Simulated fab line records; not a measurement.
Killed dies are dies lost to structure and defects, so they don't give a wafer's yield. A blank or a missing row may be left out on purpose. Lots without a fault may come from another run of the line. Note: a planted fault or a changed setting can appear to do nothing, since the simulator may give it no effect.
Problem report in the 8D (eight disciplines) form, filled by code :: flow gf180mcu :: the parts of the form that need people (team, actions taken, sign-off) are left out

1. THE ISSUE
V2_W_RS at GF_V2_RS_MEAS_24 reads a mean of 0.174 ohm/sq on 6 wafers of 2 lots; wafers without a fault read 0.330 ohm/sq with a standard deviation of 0.0033. That is -47 standard deviations from the usual mean.
The step: measures by four-point-probe.
First seen on wafer L168.1, day 25 04:26, on filmMetro-02. Wafers with a number at this step in the record: 33, from 11 lots. Rule for "out" (also "out of limits"): further than 4 standard deviations from the usual mean. The rest of the wafers with a number are treated as sound.

2. WHAT THIS IS AND IS NOT
question: which readings at this step
is: V2_W_RS
is not: -

question: which lots
is: L168, L169
is not: L159, L160, L161, L163, L165, L166, L175, L176, L177

question: which wafers of those lots
is: all that have a number
is not: -

question: read on which gauges
is: filmMetro-02, filmMetro-04
is not: filmMetro-03

question: when
is: from day 25 04:26
is not: up to then (18 sound wafers); but 9 sound wafers of L175, L176, L177 came after

3. WHAT RULES OUT EACH SUSPECT
Counting: a tool at a process step up to the reading stays a suspect if it ran every lot that is out and no sound lot after the first of them.
- the gauge at GF_V2_RS_MEAS_24 is ruled out. The wafers that are out were read on 2 gauges (filmMetro-02, filmMetro-04).
- pvdSputter-02 at GF_V2_SPUTTER_22 (material TiN, target thk 10 nm, time 40 s): kept. It ran every lot that is out, first L168 (day 25 04:17), and no sound lot after that; its last sound lot up to then is L165 (day 24 08:03).
- cvdW-02 at GF_V2_CVD_23 (deposits W, target thk 350 nm, time 104.94 s): kept. It ran every lot that is out, first L168 (day 25 04:19), and no sound lot after that; its last sound lot up to then is L166 (day 24 16:43).
Remaining after the count are pvdSputter-02 at GF_V2_SPUTTER_22 and cvdW-02 at GF_V2_CVD_23.

4. THE CAUSE (what the simulator had put in)
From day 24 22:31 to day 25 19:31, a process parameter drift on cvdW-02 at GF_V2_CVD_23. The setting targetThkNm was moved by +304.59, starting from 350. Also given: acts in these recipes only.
This tool is one of the 2 suspects left after counting.

5. SEQUENCE OF EFFECTS, ordered by route
One row per reading whose mean, taken over the struck wafers that have a number, lies over 3 standard deviations from the usual. Only readings for which the record gives a usual standard deviation are gone through. hours: the time from each lot's start at the first step in this table that gives one to its start at this step, as a median over the lots. sigmas: the change in usual standard deviations.
hours: 0
step: GF_V2_RS_MEAS_24
reading: V2_W_RS
usual: 0.330 ohm/sq
on struck wafers: 0.174
change: -0.156
sigmas: -47

hours: 0
step: GF_V2_CMP_26
reading: timeToEndpointS
usual: 83 s
on struck wafers: 158
change: +75
sigmas: +21
Process steps it contains:
- GF_V2_CMP_26: polishes, stops on SiO2, t overpolish 15 s, target thk 0 nm.
Readings that are blank on the struck wafers while sound wafers have them: V2_W_THK at GF_V2_THK_MEAS_25.

6. HOW IT WOULD HAVE BEEN CAUGHT EARLIER
In this record the first reading out of limits at a measuring or inspecting step was taken at day 25 04:26, 6 hours after the fault began at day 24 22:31.
Of the tool readings at GF_V2_CVD_23 for which the record gives a usual standard deviation, none was out on any struck wafer, so an alarm limit of 4 standard deviations on them would not have fired.
L169, from the lots that are out (2), started GF_V2_CVD_23 on cvdW-02 later than day 25 04:26. Putting the tool on hold at that point would have spared it.
